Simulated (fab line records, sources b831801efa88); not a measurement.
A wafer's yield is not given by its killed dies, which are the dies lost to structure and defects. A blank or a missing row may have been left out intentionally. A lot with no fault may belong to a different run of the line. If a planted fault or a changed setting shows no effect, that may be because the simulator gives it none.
Comparing a struck lot with a sound one / flow sky130 / 16 steps out of a route of 708
Sound: wafers L435.2, L435.3, L435.4. Struck: wafer L440.4 (L440.2, L440.5, from the same lot, were not struck and are left out); the cause is given at the end.
For every step that has rows: the tool of each side, followed by ch and its chambers, followed by its first start. Under that, the readings that differ: sound wafers / struck wafers / difference of the means / sigmas: that difference in standard deviations of wafers without a fault.
alike: a reading whose means differ by less than 2 such deviations, as well as words and numbers matching on both sides. not compared: withheld readings; readings where some wafer has no value; bounds like >300 that might hide an equal value; numbers whose values overlap and for which the record gives no deviation.
The two part at a step that has a row with sigmas, a row that says differs or no value, or rows on one side only. Numbers that don't overlap but have no deviation are shown without sigmas and don't part them. A reading that every wafer of one side lacks parts them only if that side has two wafers or more.

first, 3 steps without rows for these wafers: SKY_METAL1_EXPOSE_12 (exposes mask MM1, target cd 140 nm); SKY_METAL1_PEB_13; SKY_METAL1_DEVELOP_14 (develop time 60 s).
SKY_METAL1_CD_MEAS_15 targets a cd of 140 nm.
  struck on cd-sem-01, day 36 16:41; sound on cd-sem-01, day 34 11:26
  alike: cd-nm
SKY_METAL1_OVL_MEAS_16:
  struck on overlay-02, day 36 16:47; sound on overlay-02, day 34 11:32
  alike: METAL1_OVL
SKY_METAL1_DESCUM_17: chemistry O2, time 8 s.
  sound on rie-metal-02 ch 0,1, day 34 11:34; struck on rie-metal-02 ch 1, day 36 16:49
  alike: drypump-motor-current-A, he-backside-leak-sccm, oes-product-au
  not compared: rf-hours-counter-h
SKY_METAL1_ETCH_18: etches BARC in N2/H2, stops on SiO2, time 45.9 s, target depth 60 nm.
  sound on rie-metal-02 ch 0,1, day 34 11:36; struck on rie-metal-02 ch 1, day 36 16:51
  alike: drypump-motor-current-A, he-backside-leak-sccm, oes-product-au, throttle-valve-pct
  not compared: rf-hours-counter-h
SKY_METAL1_METAL_ETCH_19: etches the open film in Cl2/BCl3, stops on SiO2, target depth 360 nm, time 78 s.
  sound on rie-metal-02 ch 0,1, day 34 11:40; struck on rie-metal-02 ch 1, day 36 16:55
reading=he-backside-leak-sccm (sccm); sound=3.41 3.53 3.10; struck=3.83; difference=+0.48; sigmas=+2
  alike: drypump-motor-current-A, oes-product-au, throttle-valve-pct
  not compared: rf-hours-counter-h
SKY_METAL1_STRIP_20: strips in O2/N2.
  sound on plasma-asher-04 ch 0,1, day 34 11:45; struck on plasma-asher-03 ch 1, day 36 17:00
  alike: drypump-motor-current-A, oes-product-au, strip-time-to-endpoint-s
  not compared: rf-hours-counter-h
then, 3 steps without rows for these wafers: SKY_METAL1_STRIP_21 (strips in post etch residue remover, time 1200 s); SKY_METAL1_CLEAN_22 (cleans in IPA, time 180 s); SKY_METAL1_CLEAN_23 (cleans in O3/DIW).
SKY_VIA1_HDPCVD_00: deposits SiO2, target thk 1030 nm, time 171.7 s.
  sound on hdpcvd-02 ch 0,1,2, day 34 12:21; struck on hdpcvd-01 ch 0, day 36 17:43
reading=sih4-flow-sccm (sccm); sound=60.03 59.92 60.24; struck=48.05; difference=-12.01; sigmas=-67
reading=model.SiO2_of_VIA1_HDPCVD_00.thk-nm (nm); sound=1033 1034 1041; struck=829; difference=-207; sigmas=
SKY_VIA1_THK_MEAS_01:
  struck on film-metro-02, day 36 17:50; sound on film-metro-01, day 34 12:28
reading=VIA1_HDPCVD_THK (nm); sound=1032 1034 1041; struck=829; difference=-207; sigmas=-17
SKY_VIA1_CMP_02: polishes SiO2.
  sound on cmp-02 ch 1,2,3, day 34 12:31; struck on cmp-01 ch 3, day 36 17:53
  alike: motor-current-A
-- the record jumps here: 12 days lie between the struck wafers' starts before and after (it left off in module VIA1 and takes up again in module PAD_OPEN, whose first step shown is number 708 of the route) --
SKY_PAD_OPEN_PROBE_99:
  struck on prober-02, day 48 19:50; sound on prober-01, day 47 01:33
  alike: defect-limited-yield, killed_at_M0_to_M3, killed_at_M4_up, killed-at-contacts, killed-at-front-end, killed-at-other, killed-dies, killed-on-rim, killed-open, killed-short, sort_bin_3_pad_short, sort_bin_5_function, sort_bin_6_memory, sort-n-pass, sort-yield-pct

== WHERE THEY PART ==
Last at SKY_VIA1_THK_MEAS_01 as far as this record goes, first at SKY_METAL1_METAL_ETCH_19. Later steps at which nothing parts them and some readings are alike: SKY_VIA1_CMP_02, SKY_PAD_OPEN_PROBE_99.

WHY: the cause the simulator had injected
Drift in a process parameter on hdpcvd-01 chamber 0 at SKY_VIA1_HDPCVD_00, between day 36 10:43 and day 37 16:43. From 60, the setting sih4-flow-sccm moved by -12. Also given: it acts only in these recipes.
